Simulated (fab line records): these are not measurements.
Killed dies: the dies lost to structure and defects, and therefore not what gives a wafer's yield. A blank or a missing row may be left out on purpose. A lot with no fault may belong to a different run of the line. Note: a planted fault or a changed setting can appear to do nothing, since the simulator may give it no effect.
fab line records ; flow sky130
[record] lots = 11; wafers = 33; lastDay = 50
route steps=708 shown LDD_HVP@282 LI_CONTACT@378 LOCAL_INTERCONNECT@388 CONTACT@420
lots that met no fault: taken from a fault-free run of the same line
startH: hours from the record's opening day to when the first of the lot's shown wafers began ; waitH: time in hours since the lot's previous step ; " same as the row above ; L1.1+2: a row that stands for several wafers ; - no value, or no start was given ; * or withheld: withheld ; < > ~ a bound
route shown NAME@n: a module of which the file shows steps, and the number in the route of the first ; usual: mean/standard deviation taken from wafers without a fault ; same: alike in all rows ; chamber/n: place in a boat ; sites: per-site readings ; _std_site: standard deviation of those values ; _edge_site: outer sites' mean less inner sites' ; radiusMm: for every site, how far away it sits from the centre of the wafer ; mask NAME#n: copy n ; behind: the last tool/chamber to shape the wafer ; hold: why the lot went on hold/how many hours it stayed there/how the hold came to an end ; device: whichever transistor did not switch (one of n, p or np) ; end of line: the route-end tests of the same wafers ; a step with no rows: only its recipe ; killed: the dies lost at the first sort to structure and to defects; this is not the yield of the wafer ; map: a wafer's dies, marking killed ones x, the rest . and places with no die _
set.NAME: setting as actually run; set.NAME@STEP: the setting as run at that earlier step ; model.NAME: the simulator's own value behind a step, which no gauge read
steps of the route over a sample of lots; a table a step, a row a wafer
services: the hour from which a tool's chamber was out of use, counted from the record's first day as startH (under 0 if before that day), plus the number of hours and why
[[steps]]
[step SKY_LDD_HVP_EXPOSE_04]
[recipe] maskId = HVPTM; na = 0.6; sourceShape = conventional; sigmaOuter = 0.6; polarization = unpolarized; targetCdNm = 700; doseMj = 86
[usual] exposureDoseMJCm2 = 85.99/0.089
lot.wafer;tool;chamber;startH;waitH;mask;exposureDoseMJCm2
L168.1;ilineStepper-02;0;485.28;-;HVPTM#0;86.00
L168.2;ilineStepper-02;0;485.28;-;HVPTM#0;85.85
L168.6;ilineStepper-02;0;485.28;-;HVPTM#0;86.08
L171.3;ilineStepper-01;0;521.89;-;HVPTM#0;85.95
L171.5;ilineStepper-01;0;521.89;-;HVPTM#0;86.03
L171.6;ilineStepper-01;0;521.89;-;HVPTM#0;85.99
L172.1;ilineStepper-02;0;535.61;-;HVPTM#0;85.83
L172.4;ilineStepper-02;0;535.61;-;HVPTM#0;85.72
L172.6;ilineStepper-02;0;535.61;-;HVPTM#0;85.88
L173.1;ilineStepper-02;0;537.38;-;HVPTM#0;86.00
L173.4;ilineStepper-02;0;537.38;-;HVPTM#0;86.11
L173.6;ilineStepper-02;0;537.38;-;HVPTM#0;86.18
L174.1;ilineStepper-01;0;545.76;-;HVPTM#0;86.15
L174.2;ilineStepper-01;0;545.76;-;HVPTM#0;85.97
L174.5;ilineStepper-01;0;545.76;-;HVPTM#0;86.06
L175.2;ilineStepper-02;0;559.39;-;HVPTM#0;85.99
L175.4;ilineStepper-02;0;559.39;-;HVPTM#0;85.94
L175.6;ilineStepper-02;0;559.39;-;HVPTM#0;86.06
L176.1;ilineStepper-02;0;572.43;-;HVPTM#0;85.89
L176.2;ilineStepper-02;0;572.43;-;HVPTM#0;86.01
L176.5;ilineStepper-02;0;572.43;-;HVPTM#0;85.82
L177.3;ilineStepper-01;0;577.20;-;HVPTM#0;86.05
L177.4;ilineStepper-01;0;577.20;-;HVPTM#0;85.99
L177.6;ilineStepper-01;0;577.20;-;HVPTM#0;86.01
L179.2;ilineStepper-02;0;603.19;-;HVPTM#0;86.03
L179.4;ilineStepper-02;0;603.19;-;HVPTM#0;86.03
L179.6;ilineStepper-02;0;603.19;-;HVPTM#0;85.94
L184.2;ilineStepper-02;0;640.60;-;LDNTM#0;85.99
L184.4;ilineStepper-02;0;640.60;-;LDNTM#0;85.93
L184.5;ilineStepper-02;0;640.60;-;LDNTM#0;86.06
L191.3;ilineStepper-02;0;696.94;-;HVPTM#0;85.96
L191.4;ilineStepper-02;0;696.94;-;HVPTM#0;86.05
L191.5;ilineStepper-02;0;696.94;-;HVPTM#0;86.10
[step SKY_LDD_HVP_OVL_MEAS_07]
[usual] LDD_HVP_OVL = -0.5/1.2
lot.wafer;tool;chamber;startH;waitH;LDD_HVP_OVL[nm]
L168.1;overlay-02;-;500.59;0.1;0.8
L168.2;overlay-02;-;500.59;0.1;-3.3
L168.6;overlay-02;-;500.59;0.1;-1.1
L171.3;overlay-01;-;536.50;0.1;0.4
L171.5;overlay-01;-;536.50;0.1;-2.9
L171.6;overlay-01;-;536.50;0.1;-0.9
L172.1;overlay-01;-;550.34;0.1;-0.6
L172.4;overlay-01;-;550.34;0.1;-0.9
L172.6;overlay-01;-;550.34;0.1;0.5
L173.1;overlay-02;-;551.98;0.1;-2.2
L173.4;overlay-02;-;551.98;0.1;-0.5
L173.6;overlay-02;-;551.98;0.1;-0.7
L174.1;overlay-02;-;559.74;0.1;-1.4
L174.2;overlay-02;-;559.74;0.1;-1.4
L174.5;overlay-02;-;559.74;0.1;-0.1
L175.2;overlay-01;-;574.40;0.1;-1.4
L175.4;overlay-01;-;574.40;0.1;0.9
L175.6;overlay-01;-;574.40;0.1;0.9
L176.1;overlay-01;-;586.63;0.1;-2.9
L176.2;overlay-01;-;586.63;0.1;-1.7
L176.5;overlay-01;-;586.63;0.1;-1.7
L177.3;overlay-02;-;591.36;0.1;-0.3
L177.4;overlay-02;-;591.36;0.1;-0.7
L177.6;overlay-02;-;591.36;0.1;1.4
L179.2;overlay-02;-;617.30;0.1;0.6
L179.4;overlay-02;-;617.30;0.1;0.2
L179.6;overlay-02;-;617.30;0.1;-0.7
L184.2;overlay-01;-;654.00;0.1;-
L184.4;overlay-01;-;654.00;0.1;-
L184.5;overlay-01;-;654.00;0.1;-
L191.3;overlay-02;-;710.10;0.1;1.1
L191.4;overlay-02;-;710.10;0.1;-2.2
L191.5;overlay-02;-;710.10;0.1;-1.5
[step SKY_LDD_HVP_TW_MEAS_10]
[usual] LDD_HVP_TW = 452/4.3
lot.wafer;tool;chamber;startH;waitH;hold;LDD_HVP_TW
L168.1;filmMetro-04;-;500.88;0.1;-;458
L168.2;filmMetro-04;-;500.88;0.1;-;457
L168.6;filmMetro-04;-;500.88;0.1;-;456
L171.3;filmMetro-04;-;536.79;0.1;-;457
L171.5;filmMetro-04;-;536.79;0.1;-;461
L171.6;filmMetro-04;-;536.79;0.1;-;459
L172.1;filmMetro-03;-;550.63;0.1;-;448
L172.4;filmMetro-03;-;550.63;0.1;-;448
L172.6;filmMetro-03;-;550.63;0.1;-;451
L173.1;filmMetro-04;-;552.27;0.1;-;458
L173.4;filmMetro-04;-;552.27;0.1;-;454
L173.6;filmMetro-04;-;552.27;0.1;-;455
L174.1;filmMetro-02;-;560.03;0.1;-;451
L174.2;filmMetro-02;-;560.03;0.1;-;451
L174.5;filmMetro-02;-;560.03;0.1;-;451
L175.2;filmMetro-04;-;574.69;0.1;-;456
L175.4;filmMetro-04;-;574.69;0.1;-;456
L175.6;filmMetro-04;-;574.69;0.1;-;457
L176.1;filmMetro-03;-;586.92;0.1;-;448
L176.2;filmMetro-03;-;586.92;0.1;-;444
L176.5;filmMetro-03;-;586.92;0.1;-;449
L177.3;filmMetro-03;-;591.65;0.1;-;450
L177.4;filmMetro-03;-;591.65;0.1;-;446
L177.6;filmMetro-03;-;591.65;0.1;-;450
L179.2;filmMetro-02;-;617.59;0.1;-;447
L179.4;filmMetro-02;-;617.59;0.1;-;447
L179.6;filmMetro-02;-;617.59;0.1;-;448
L184.2;filmMetro-02;-;654.29;0.1;awaitDispo/0.2h/release;30
L184.4;filmMetro-02;-;654.29;0.1;awaitDispo/0.2h/release;30
L184.5;filmMetro-02;-;654.29;0.1;awaitDispo/0.2h/release;30
L184.2;filmMetro-02;-;654.52;0.2;-;30
L184.4;filmMetro-02;-;654.52;0.2;-;30
L184.5;filmMetro-02;-;654.52;0.2;-;30
L191.3;filmMetro-03;-;710.40;0.1;-;448
L191.4;filmMetro-03;-;710.40;0.1;-;447
L191.5;filmMetro-03;-;710.40;0.1;-;449
[step SKY_LI_CONTACT_STRIP_16]
[recipe] chemistry = O2/N2; powerW = 1400; pressureMtorr = 1500; platenTempC = withheld; o2FlowSccm = 3000; n2FlowSccm = 300; overashFraction = 0.5
[usual] drypumpMotorCurrentA = 5.6/0.34; oesProductAu = 0.376/0.0052; stripTimeToEndpointS = 3.49/0.051
lot.wafer;tool;chamber;startH;waitH;drypumpMotorCurrentA;oesProductAu;rfHoursCounterH;stripTimeToEndpointS
L168.1;plasmaAsher-04;1;682.11;-;4.9;0.377;25;3.59
L168.2;plasmaAsher-04;0;682.11;-;5.6;0.373;25;3.48
L168.6;plasmaAsher-04;0;682.11;-;5.6;0.376;-;3.47
L171.3;plasmaAsher-01;0;713.76;-;5.7;0.381;-;3.44
L171.5;plasmaAsher-01;0;713.76;-;5.7;0.371;-;3.43
L171.6;plasmaAsher-01;1;713.76;-;5.3;0.383;-;3.56
L172.1;plasmaAsher-01;0;727.48;-;5.7;0.373;94;3.47
L172.4;plasmaAsher-01;1;727.48;-;5.3;0.370;-;3.49
L172.6;plasmaAsher-01;1;727.48;-;5.3;0.375;-;3.48
L173.1;plasmaAsher-01;1;728.62;-;5.3;0.371;94;3.50
L173.4;plasmaAsher-01;0;728.62;-;5.7;0.371;-;3.45
L173.6;plasmaAsher-01;0;728.62;-;5.7;0.371;-;3.53
L174.1;plasmaAsher-04;0;738.52;-;5.6;0.379;31;3.54
L174.2;plasmaAsher-04;1;738.52;-;4.9;0.368;31;3.47
L174.5;plasmaAsher-04;1;738.52;-;4.9;0.377;-;3.44
L175.2;plasmaAsher-01;0;748.76;-;5.7;0.375;96;3.46
L175.4;plasmaAsher-01;0;748.76;-;5.7;0.391;-;3.55
L175.6;plasmaAsher-01;1;748.76;-;5.3;0.377;-;3.54
L176.1;plasmaAsher-02;0;761.18;-;5.8;0.371;2;3.41
L176.2;plasmaAsher-02;1;761.18;-;6.0;0.380;2;3.54
L176.5;plasmaAsher-02;0;761.18;-;5.8;0.376;-;3.52
L177.3;plasmaAsher-01;0;767.35;-;5.7;0.368;-;3.50
L177.4;plasmaAsher-01;1;767.35;-;5.3;0.375;-;3.41
L177.6;plasmaAsher-01;0;767.35;-;5.7;0.380;-;3.49
L179.2;plasmaAsher-04;1;786.57;-;4.9;0.379;36;3.52
L179.4;plasmaAsher-04;0;786.57;-;5.6;0.379;-;3.52
L179.6;plasmaAsher-04;0;786.57;-;5.6;0.377;-;3.48
L191.3;plasmaAsher-02;1;868.57;-;6.0;0.378;-;3.53
L191.4;plasmaAsher-02;0;868.57;-;5.8;0.378;-;3.50
L191.5;plasmaAsher-02;0;868.57;-;5.8;0.378;-;3.51
[step SKY_LOCAL_INTERCONNECT_RS_MEAS_01]
[recipe] thkMeasGauge = four-point-probe; reads = TiN_of_LOCAL_INTERCONNECT_SPUTTER_00
[usual] LOCAL_INTERCONNECT_TIN_RS = 14.18/0.2
lot.wafer;tool;chamber;startH;waitH;LOCAL_INTERCONNECT_TIN_RS[ohm/sq]
L168.1;filmMetro-02;-;683.21;0.0;14.03
L168.2;filmMetro-02;-;683.21;0.0;14.06
L168.6;filmMetro-02;-;683.21;0.0;13.78
L171.3;filmMetro-02;-;714.87;0.1;14.12
L171.5;filmMetro-02;-;714.87;0.1;13.95
L171.6;filmMetro-02;-;714.87;0.1;14.07
L172.1;filmMetro-04;-;728.60;0.0;14.18
L172.4;filmMetro-04;-;728.60;0.0;14.17
L172.6;filmMetro-04;-;728.60;0.0;14.01
L173.1;filmMetro-03;-;729.72;0.0;14.32
L173.4;filmMetro-03;-;729.72;0.0;14.51
L173.6;filmMetro-03;-;729.72;0.0;14.31
L174.1;filmMetro-04;-;739.62;0.0;14.17
L174.2;filmMetro-04;-;739.62;0.0;14.16
L174.5;filmMetro-04;-;739.62;0.0;14.28
L175.2;filmMetro-04;-;749.88;0.1;14.01
L175.4;filmMetro-04;-;749.88;0.1;14.00
L175.6;filmMetro-04;-;749.88;0.1;13.90
L176.1;filmMetro-04;-;762.28;0.0;14.16
L176.2;filmMetro-04;-;762.28;0.0;14.09
L176.5;filmMetro-04;-;762.28;0.0;14.17
L177.3;filmMetro-02;-;768.46;0.1;14.43
L177.4;filmMetro-02;-;768.46;0.1;14.37
L177.6;filmMetro-02;-;768.46;0.1;14.30
L179.2;filmMetro-04;-;787.83;0.1;14.23
L179.4;filmMetro-04;-;787.83;0.1;14.22
L179.6;filmMetro-04;-;787.83;0.1;14.16
L191.3;filmMetro-03;-;869.67;0.1;14.27
L191.4;filmMetro-03;-;869.67;0.1;14.37
L191.5;filmMetro-03;-;869.67;0.1;14.28
[step SKY_CONTACT_CD_MEAS_14]
[recipe] targetCdNm = 170
[usual] cdNm = 169.8/1.5
lot.wafer;tool;chamber;startH;waitH;cdNm
L168.1;cdSem-02;-;740.09;-;168.5
L168.2;cdSem-02;-;740.09;-;168.4
L168.6;cdSem-02;-;740.09;-;169.1
L171.3;cdSem-02;-;769.88;-;168.8
L171.5;cdSem-02;-;769.88;-;168.1
L171.6;cdSem-02;-;769.88;-;166.7
L172.1;cdSem-02;-;782.80;-;169.8
L172.4;cdSem-02;-;782.80;-;169.9
L172.6;cdSem-02;-;782.80;-;169.9
L173.1;cdSem-01;-;783.69;-;173.1
L173.4;cdSem-01;-;783.69;-;171.4
L173.6;cdSem-01;-;783.69;-;171.9
L174.1;cdSem-01;-;791.98;-;167.3
L174.2;cdSem-01;-;791.98;-;166.2
L174.5;cdSem-01;-;791.98;-;166.8
L175.2;cdSem-01;-;802.25;-;170.4
L175.4;cdSem-01;-;802.25;-;168.3
L175.6;cdSem-01;-;802.25;-;168.5
L176.1;cdSem-02;-;812.63;-;171.7
L176.2;cdSem-02;-;812.63;-;171.6
L176.5;cdSem-02;-;812.63;-;171.3
L177.3;cdSem-01;-;818.68;-;167.8
L177.4;cdSem-01;-;818.68;-;169.1
L177.6;cdSem-01;-;818.68;-;168.5
L179.2;cdSem-01;-;837.56;-;171.0
L179.4;cdSem-01;-;837.56;-;170.8
L179.6;cdSem-01;-;837.56;-;170.1
L191.3;cdSem-02;-;920.43;-;167.8
L191.4;cdSem-02;-;920.43;-;166.9
L191.5;cdSem-02;-;920.43;-;167.1
[[services]]
tool;chamber;startH;hours;kind
plasmaAsher-04;-;462.35;2.8;pm
ilineStepper-01;-;500.74;1.7;pm
ilineStepper-02;-;508.26;1.7;pm
plasmaAsher-04;-;519.57;1.4;repair
plasmaAsher-02;-;532.78;2.8;pm
plasmaAsher-02;-;541.63;0.8;repair
plasmaAsher-02;-;547.93;28.2;repair
ilineStepper-02;-;579.29;2.3;repair
ilineStepper-02;-;594.28;4.5;repair
plasmaAsher-04;-;595.59;1.7;repair
ilineStepper-02;-;599.93;2.1;pm
ilineStepper-02;-;602.02;-;consumableReplace:lamp
plasmaAsher-04;-;630.75;2.6;repair
ilineStepper-02;-;633.32;4.9;repair
plasmaAsher-02;-;683.71;4.1;repair
ilineStepper-01;-;686.75;2.1;pm
ilineStepper-01;-;688.83;-;consumableReplace:lamp
ilineStepper-01;-;718.90;1.7;pm
ilineStepper-02;-;726.36;1.7;pm
plasmaAsher-02;-;733.75;9.0;pm
plasmaAsher-02;0;733.75;9.0;ventCycle
plasmaAsher-02;1;733.75;9.0;ventCycle
plasmaAsher-01;-;850.47;76.3;pm
plasmaAsher-04;-;854.42;21.9;repair
[[key]]
[firstSign] step = SKY_LDD_HVP_EXPOSE_04; reading = mask; direction = changed
[effect] step = SKY_LDD_HVP_OVL_MEAS_07; reading = LDD_HVP_OVL; direction = missing
[effect] step = SKY_LDD_HVP_TW_MEAS_10; reading = visit; direction = added
[effect] step = SKY_LDD_HVP_TW_MEAS_10; reading = LDD_HVP_TW; direction = down; sigmas = 97; usual = 452; struck = 30
metAt SKY_LDD_HVP_EXPOSE_04
struckLots L184
scrappedBehind SKY_LDD_HVP_TW_MEAS_10 L184.2,L184.4,L184.5
notActingAt SKY_LI_CONTACT_STRIP_16,SKY_LOCAL_INTERCONNECT_RS_MEAS_01,SKY_CONTACT_CD_MEAS_14
onsetBetween 603.19 640.60
[earlierFault] kind = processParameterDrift; tool = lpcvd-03; chamber = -; onsetH = 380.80; steps = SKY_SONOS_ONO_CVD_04; channel = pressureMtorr; offset = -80; shape = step; endH = 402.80; stated = 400
[fault] kind = wrongMask; tool = any; chamber = -; onsetH = 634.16; steps = SKY_LDD_HVP_EXPOSE_04; auxCopy = LDNTM#0; scope = struckLotsOnly
